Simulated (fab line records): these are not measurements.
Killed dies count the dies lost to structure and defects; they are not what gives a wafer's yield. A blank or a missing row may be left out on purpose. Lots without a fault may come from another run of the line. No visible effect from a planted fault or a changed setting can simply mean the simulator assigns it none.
8D (eight disciplines) problem report, filled in by code -- flow sky130 -- the parts of the form that need people (team, actions taken, sign-off) are left out
Where a reading is given only as a bound, like >300, the bound stands for it, and a mean or a difference that rests on one is marked > or <: the true number lies beyond.

1. WHAT WENT WRONG
Wafers free of any fault read 0.430 ohm/sq (standard deviation 0.0036) for VIA1_W_RS at SKY_VIA1_RS_MEAS_22, against a mean of 58.147 ohm/sq on 9 wafers of 3 lots. That is +99 or more standard deviations from the usual mean.
The step: measures by four-point-probe.
First observed at day 39 11:32: wafer L604.1, on filmMetro-02. The record has a number at this step for 45 wafers belonging to 15 lots. By rule, "out" or "out of limits" means more than 4 standard deviations away from the usual mean. The rest of the wafers with a number are treated as sound.

2. WHAT IT IS, WHAT IT ISN'T
question,is,is not
which readings at this step,VIA1_W_RS,-
which lots,"L604, L605, L606","L587, L588, L589, L593, L594, L595, L598, L599, L607, L608, L609, L610"
which wafers of those lots,all that have a number,-
read on which gauges,"filmMetro-02, filmMetro-03",filmMetro-04
when,from day 39 11:32,"up to then (24 sound wafers); but 12 sound wafers of L607, L608, L609, L610 came after"

3. SUSPECTS, AND WHAT RULES EACH OUT
Counting: a tool at a process step up to the reading stays a suspect if it ran every lot that is out and no sound lot after the first of them.
- the gauge at SKY_VIA1_RS_MEAS_22 has been ruled out. The wafers that are out were read on 2 gauges (filmMetro-02, filmMetro-03).
- cvdW-01 at SKY_VIA1_CVD_21 (deposits W, target thk 270 nm, time 80.902 s): ruled out as a lasting fault. After its first lot that is out, L604 (day 39 11:26), sound lots L607, L609, L610 ran on it.
Left after counting: nothing in the record.

4. THE CAUSE (what the simulator had put in)
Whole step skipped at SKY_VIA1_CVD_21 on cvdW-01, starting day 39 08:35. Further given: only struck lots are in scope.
Counting ruled it out, wrongly: the rule takes a fault to strike every lot that its tool runs from its start on, and this one did not.

5. SEQUENCE OF EFFECTS, ordered by route
Each row: a reading where the mean over the struck wafers with a number is more than 3 standard deviations away from the usual. Scope: only readings with a usual standard deviation given in the record; hours: median across lots of the time from each lot's start at the first step in this table that gives one to its start at this step; sigmas: change in usual standard deviations.
hours,step,reading,usual,on struck wafers,change,sigmas
0,SKY_VIA1_RS_MEAS_22,VIA1_W_RS,0.430 ohm/sq,58.147,+57.717,+99 or more
0,SKY_VIA1_THK_MEAS_23,VIA1_W_THK,261 nm,<0,<-261,<-77
0,SKY_VIA1_CMP_24,timeToEndpointS,66.2 s,7.2,-59.0,-23
Its process steps:
- SKY_VIA1_CMP_24: polishes, stops on SiO2, t overpolish 15 s, target thk 0 nm.
Readings that are blank on the struck wafers while sound wafers have them: chamberPressureTorr at SKY_VIA1_CVD_21; heaterPowerOuterW at SKY_VIA1_CVD_21; heaterPowerW at SKY_VIA1_CVD_21.

6. WHAT WOULD HAVE CAUGHT IT SOONER
Counted from the fault's start at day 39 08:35, it took 3 hours until the first out-of-limits reading at a measuring or inspecting step in this record, taken at day 39 11:32.
At SKY_VIA1_CVD_21 the tool's readings are blank on the struck wafers, where sound wafers have them: an empty tool record is the first sign, and it was there at once.
